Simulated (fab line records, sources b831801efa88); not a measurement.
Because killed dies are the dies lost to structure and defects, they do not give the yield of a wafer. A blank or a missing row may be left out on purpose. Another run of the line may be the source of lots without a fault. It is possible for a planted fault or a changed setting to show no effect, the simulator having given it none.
Comparing a struck lot with a sound one + flow gf180mcu + 16 steps out of a route of 602
Sound: these wafers, L283.2, L283.4, L283.6. Struck: wafers L285.3, L285.4, L285.5. At the end, the cause is stated.
Each step with rows lists, per side, the tool, then ch with its chambers, then its first start. Under that, the readings that differ: sound wafers + struck wafers + difference of the means + sigmas: that difference in standard deviations of wafers without a fault.
alike: readings with means less than 2 such deviations apart, plus words and numbers identical on both sides. not compared: withheld readings, readings lacking a value on some wafer, bounds such as >300 that could conceal the same value, and numbers that have no deviation in the record and whose values overlap.
The two part at a step that has a row with sigmas, a row that says differs or no value, or rows on one side only. Numbers that don't overlap but have no deviation are shown without sigmas and don't part them. A reading missing from all wafers of one side parts the sides only when that side holds two or more wafers.

first, 6 steps without rows for these wafers: GF_M3_HMDS_08 (prime time 60 s); GF_M3_COAT_09 (resist thk 1000 nm); GF_M3_SOFTBAKE_10 (time 60 s); GF_M3_EXPOSE_11 (exposes mask Metal3, target cd 280 nm); GF_M3_PEB_12 (peb time 90 s); GF_M3_DEVELOP_13 (develop time 60 s).
GF_M3_CD_MEAS_14 targets a cd of 280 nm.
  sound: cd sem-01 at day 26 08:46; struck: cd sem-01 at day 26 23:25
| reading    | sound             | struck            | difference | sigmas |
|------------|-------------------|-------------------|------------|--------|
| cd nm (nm) | 281.6 281.0 281.8 | 276.3 278.7 276.7 | -4.2       | -4     |
GF_M3_OVL_MEAS_15:
  sound: overlay-01 at day 26 08:52; struck: overlay-02 at day 26 23:30
  alike: M3_OVL
GF_M3_METAL_ETCH_16: etches the open film in Cl2/BCl3, stops on SiO2, target depth 750.8 nm, time 125.1 s.
  sound on rie metal-03 ch 1, day 26 08:56; struck on rie metal-01 ch 0,1, day 26 23:34
  alike: bias w, drypump motor current A, oes product au, throttle valve pct
  not compared: rf hours counter h
GF_M3_STRIP_17: strips in O2/N2.
  sound on plasma asher-04 ch 1, day 26 09:09; struck on plasma asher-04 ch 0,1, day 26 23:41
  alike: drypump motor current A, heater power w, oes product au, strip time to endpoint s
  not compared: rf hours counter h
then, 2 steps without rows for these wafers: GF_M3_STRIP_18 (strips in post etch residue remover, time 1200 s); GF_M3_CLEAN_19 (cleans in DIW).
GF_V3_CVD_00: deposits SiO2, target thk 600 nm, time 100 s.
  sound on hdpcvd-01 ch 0,1,2, day 26 09:41; struck on hdpcvd-01 ch 0,2, day 27 00:11
| reading                             | sound             | struck            | difference | sigmas |
|-------------------------------------|-------------------|-------------------|------------|--------|
| sih4 flow sccm (sccm)               | 60.11 59.62 59.91 | 50.97 50.85 50.86 | -8.99      | -53    |
| model.SiO2_of_V3_CVD_00.thk nm (nm) | 595.9 599.4 598.3 | 519.5 513 515.6   | -81.8      |        |
  alike: pressure mtorr
GF_V3_THK_MEAS_01:
  sound: film metro-03 at day 26 09:46; struck: film metro-02 at day 27 00:17
| reading            | sound       | struck      | difference | sigmas |
|--------------------|-------------|-------------|------------|--------|
| V3_CVD_00_THK (nm) | 596 599 598 | 520 513 516 | -81        | -15    |
GF_V3_CVD_02: deposits SiO2 from TEOS, target thk 850 nm, time 94.851 s.
  sound on pecvd-01 ch 0,2, day 26 09:49; struck on pecvd-01 ch 0,1, day 27 00:19
  alike: heater power w
after that, 1 step had no rows for these wafers: GF_PASSIVATION_PROBE_99.

== WHERE THEY PART ==
Earliest at GF_M3_CD_MEAS_14; latest, in this record, at GF_V3_THK_MEAS_01. Later steps at which nothing parts them and some readings are alike: GF_V3_CVD_02.

WHY: whatever the simulator had introduced
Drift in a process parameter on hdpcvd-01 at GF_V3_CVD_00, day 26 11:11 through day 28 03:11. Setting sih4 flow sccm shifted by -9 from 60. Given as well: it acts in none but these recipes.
